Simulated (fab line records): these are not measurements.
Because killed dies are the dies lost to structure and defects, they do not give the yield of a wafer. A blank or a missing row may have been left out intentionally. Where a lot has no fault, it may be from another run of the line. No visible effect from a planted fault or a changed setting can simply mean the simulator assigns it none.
Which tool did it?    flow gf180mcu    39 wafers from 13 lots sampled at 2 of the route's 602 steps

WHAT THE GAUGES READ, wafer by wafer
GF_V2_THK_MEAS_25: measures by xrf.
lot   measured      on             V2_W_THK (nm)
L324  day 20 09:45  film-metro-03  358 354 350
L325  day 20 13:29  film-metro-01  358 354 359
L326  day 21 07:43  film-metro-01  353 354 354
L328  day 22 06:23  film-metro-03  353 350 353
L330  day 22 23:29  film-metro-01  358 356 357
L335  day 25 03:34  film-metro-03  351 354 356
L338  day 26 01:03  film-metro-02  359 357 363
L339  day 26 01:26  film-metro-01  356 356 361
L341  day 26 16:16  film-metro-03  354 345 350
L342  day 26 20:13  film-metro-03  343 347 349
L343  day 27 01:41  film-metro-03  342 343 347
L345  day 27 11:34  film-metro-02  360 359 359
L346  day 27 18:51  film-metro-01  356 357 353

WHICH TOOL RAN EACH LOT (tool, then ch and the chambers of the sampled wafers, then the start)
lot   GF_V2_SPUTTER_21
L324  pvd-sputter-03, day 20 09:24
L325  pvd-sputter-02, day 20 13:08
L326  pvd-sputter-02, day 21 07:22
L328  pvd-sputter-03, day 22 06:03
L330  pvd-sputter-02, day 22 23:09
L335  pvd-sputter-03, day 25 03:14
L338  pvd-sputter-04, day 26 00:43
L339  pvd-sputter-02, day 26 01:06
L341  pvd-sputter-04, day 26 15:55
L342  pvd-sputter-02, day 26 19:53
L343  pvd-sputter-02, day 27 01:21
L345  pvd-sputter-04, day 27 11:13
L346  pvd-sputter-02, day 27 18:31
- GF_V2_SPUTTER_21: material Ti, target thk 15 nm, time 80.02 s.

AS READ BY THE TOOLS THEMSELVES (means over the sampled wafers that have a number; for cases with no such wafer, the mark the record gives instead)
GF_V2_SPUTTER_21.
lot   tool            cathode-dc-power-W (W)  throttle-valve-pct (%)
L324  pvd-sputter-03  2500.3                  30.9
L325  pvd-sputter-02  2499.9                  31.2
L326  pvd-sputter-02  2499.8                  31.1
L328  pvd-sputter-03  2499.9                  30.4
L330  pvd-sputter-02  2500.1                  30.9
L335  pvd-sputter-03  2365.3                  30.0
L338  pvd-sputter-04  2499.8                  30.6
L339  pvd-sputter-02  2500.0                  30.4
L341  pvd-sputter-04  2500.0                  30.5
L342  pvd-sputter-02  2500.1                  30.5
L343  pvd-sputter-02  2499.9                  30.5
L345  pvd-sputter-04  2500.2                  30.9
L346  pvd-sputter-02  2500.3                  31.0

THE ANSWER, worked out from the rows above alone
Rule: the lots themselves supply what counts as usual. The widest of any qualifying gaps counts: lots, ordered by their means at a reading, are off when they make up no more than a third of the lots, leave a main group of 4 or more, and stand apart from it by 3 or more times the standard deviation of that group's means. If all means in a main group match to the digits the tables above print for the reading, that group is not used. A lot without any number at a reading at which 4 lots or more have one is off too. The other lots that the step has rows for count as sound. Order of review: gauges by route order, followed by the tools' own readings, for which a lot's mean as printed above is used. At the first step where some lot is off, the reading lying furthest off is the one used; lots without a number count as furthest.
Off: L335, at GF_V2_SPUTTER_21 (cathode-dc-power-W). For the main group the mean is 2500.0 W and the standard deviation 0.17.
A tool fits if, at that step or a process step before it, it ran every lot that is off, and no sound lot after the first of them. One candidate fits, namely pvd-sputter-03 at GF_V2_SPUTTER_21. Its last sound lot is L328 (day 22 06:03), its first lot that is off L335 (day 25 03:14): a fault that began between those two fits.
On the lots that are off, the tool's own readings at GF_V2_SPUTTER_21 differ by more than 5 times the standard deviation of the sound lots' means, which bears it out; cathode-dc-power-W reads 2365.3 W there versus 2500.0 W on the sound lots.

WHAT THE SIMULATOR PUT IN
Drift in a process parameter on pvd-sputter-03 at GF_V2_SPUTTER_21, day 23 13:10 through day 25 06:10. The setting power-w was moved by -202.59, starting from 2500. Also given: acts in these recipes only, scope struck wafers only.
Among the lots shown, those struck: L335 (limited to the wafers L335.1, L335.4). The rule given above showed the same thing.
